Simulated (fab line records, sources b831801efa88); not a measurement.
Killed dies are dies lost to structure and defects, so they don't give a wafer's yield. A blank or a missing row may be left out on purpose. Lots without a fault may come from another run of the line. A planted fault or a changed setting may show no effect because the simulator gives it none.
Problem report in the 8D (eight disciplines) form, filled by code | flow sky130 | the parts of the form that need people (team, actions taken, sign-off) are left out

1. THE PROBLEM
killed_at_contacts at SKY_PAD_OPEN_PROBE_99 reads a mean of 79 on 3 wafers of 2 lots; wafers without a fault read 24 with a standard deviation of 5.1. That is +11 standard deviations from the usual mean.
First seen on wafer L793.2, day 50 18:14, on prober-02. The record holds 6 wafers of 2 lots with a number at this step. Rule for "out", or "out of limits": more than 4 standard deviations from the usual mean. The other wafers with a number count as sound.

2. WHAT IT IS AND WHAT IT IS NOT
question                    | is                              | is not
which readings at this step | killed_at_contacts, killed_dies | killed_at_M0_to_M3, killed_at_M4_up, killed_at_front_end, killed_at_other, killed_open, killed_short
which lots                  | L793, L794                      | -
which wafers of those lots  | L793.2, L794.2, L794.4          | L793.1, L793.4, L794.3
read on which tools         | prober-02                       | -
when                        | from day 50 18:14               | up to then (1 sound wafer); but 2 sound wafers of L793, L794 came after

3. SUSPECTS, AND WHAT RULES EACH OUT
Counting: a tool at a process step up to the reading stays a suspect if it ran every lot that is out. Sound lots after the first of them don't rule it out here, since some wafers of a struck lot are sound.
- rie_metal-04 at SKY_LOCAL_INTERCONNECT_ETCH_13 (etches BARC in N2/H2, stops on SiO2, time 45.9 s, target depth 60 nm): kept. It ran every lot that is out, first L793 (day 37 04:48).
- plasma_asher-04 at SKY_PASSIVATION_STRIP_12 (strips in O2/N2): kept. It ran every lot that is out, first L793 (day 49 23:59).
- prober-02 at SKY_PAD_OPEN_PROBE_99: kept. It ran every lot that is out, first L793 (day 50 18:11). Its own readings are out on those wafers: killed_at_contacts, killed_dies.
- Within rie_metal-04 at SKY_LOCAL_INTERCONNECT_ETCH_13: the wafers that are out ran in chamber 0; their sound lot-mates ran in chamber 1.
- Within plasma_asher-04 at SKY_PASSIVATION_STRIP_12: the wafers that are out ran in chamber 0; their sound lot-mates ran in chamber 1.
Left after counting: rie_metal-04 at SKY_LOCAL_INTERCONNECT_ETCH_13, plasma_asher-04 at SKY_PASSIVATION_STRIP_12, prober-02 at SKY_PAD_OPEN_PROBE_99.

4. THE CAUSE (what the simulator had put in)
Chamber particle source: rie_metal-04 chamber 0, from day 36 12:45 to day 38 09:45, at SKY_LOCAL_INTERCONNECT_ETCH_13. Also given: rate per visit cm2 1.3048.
Counting left 3 suspects, and this tool is among them.

5. THE CHAIN OF EFFECTS, in route order
Each row: a reading whose mean over the struck wafers that have a number lies more than 3 standard deviations from the usual. Only readings for which the record gives a usual standard deviation are gone through. hours: the time from each lot's start at the first step in this table that gives one to its start at this step, as a median over the lots. sigmas: the change in usual standard deviations.
hours | step                  | reading            | usual | on struck wafers | change | sigmas
0     | SKY_PAD_OPEN_PROBE_99 | killed_at_contacts | 24    | 79               | +55    | +11
0     | SKY_PAD_OPEN_PROBE_99 | killed_dies        | 88    | 138              | +50    | +5.3
The process steps in it:
- SKY_PAD_OPEN_PROBE_99

6. WHAT WOULD HAVE CAUGHT IT SOONER
In this record the first reading out of limits was taken at day 50 18:14, 341 hours after the fault began at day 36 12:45.
Of the tool readings at SKY_LOCAL_INTERCONNECT_ETCH_13 for which the record gives a usual standard deviation, none was out on any struck wafer, so an alarm limit of 4 standard deviations on them would not have fired.
All the lots that are out (2) had begun SKY_LOCAL_INTERCONNECT_ETCH_13 on rie_metal-04 by day 50 18:14. A hold on the tool at that time would have spared none of them.
